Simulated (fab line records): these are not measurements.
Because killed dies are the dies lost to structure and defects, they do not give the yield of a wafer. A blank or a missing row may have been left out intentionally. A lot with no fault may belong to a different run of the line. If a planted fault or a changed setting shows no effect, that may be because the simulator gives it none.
One fault seen from 2 desks    flow gf180mcu    each desk holds nothing but its own numbers, with what lay behind them at the end

== AT THE METROLOGY DESK ==
What the gauges read, lot by lot, whatever tool the lot ran on: means of the sampled wafers that have a number. Marked OUT: a lot whose mean sits more than 4 standard deviations from the usual mean, which makes it out of limits; the brackets give that distance.
Columns: A = cdNm at GF_M2_CD_MEAS_14, usual 279.7 nm
lot   first seen here  A
L668  day 19 06:31     279.9
L671  day 20 15:37     278.1
L672  day 20 21:00     280.0
L673  day 21 08:01     280.2
L674  day 21 15:14     281.7
L676  day 22 06:14     280.2
L677  day 22 11:43     278.0
L678  day 23 01:35     279.8
L679  day 23 15:41     280.3
L680  day 23 17:02     280.5
L681  day 24 00:25     281.7
L683  day 24 13:13     280.9
L691  day 27 01:56     278.0
This desk's verdict: no lot among the 13 shows anything out of limits.

== AT THE TOOL OWNER'S DESK: rieDiel-01 ==
The tool's own readings at GF_V2_ETCH_17 (etches SiO2 in C4F8/O2/Ar, stops on TiN, target depth 630 nm): means of the sampled wafers that have a number, for each lot that ran on this tool. Marked OUT: a lot whose mean sits more than 4 standard deviations from the usual mean, which makes it out of limits; the brackets give that distance.
Columns: A = biasW at GF_V2_ETCH_17, usual 1200 W; B = oesProductAu at GF_V2_ETCH_17, usual 0.855 a.u.
lot   first seen here  A                B
L671  day 21 16:00     1199             0.858
L676  day 23 04:00     1203             0.852
L679  day 24 16:00     1201             0.854
L681  day 25 00:00     1200             0.849
L683  day 25 11:00     1222 (+6.0) OUT  0.856
This desk finds L683 out of limits, L683 being first, at day 25 11:00 (biasW at GF_V2_ETCH_17). Within limits: L671, L676, L679, L681.

== PUT TOGETHER ==
On L683, at day 25 11:00, an alarm was possible from the tool owner's desk.
Nothing out of limits was seen by the metrology desk.
The metrology desk has L683 on record, within its limits.
On rieDiel-01, each named lot ran GF_V2_ETCH_17.

== WHAT HAD BEEN PUT IN BY THE SIMULATOR ==
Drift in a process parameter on rieDiel-01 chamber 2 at GF_V2_ETCH_17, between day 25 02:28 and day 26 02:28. Setting biasW shifted by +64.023 from 1200. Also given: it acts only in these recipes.
Shown lots that were struck: L683.
Each desk's first reading out of limits, in hours after the fault started: the tool owner's desk, 9.
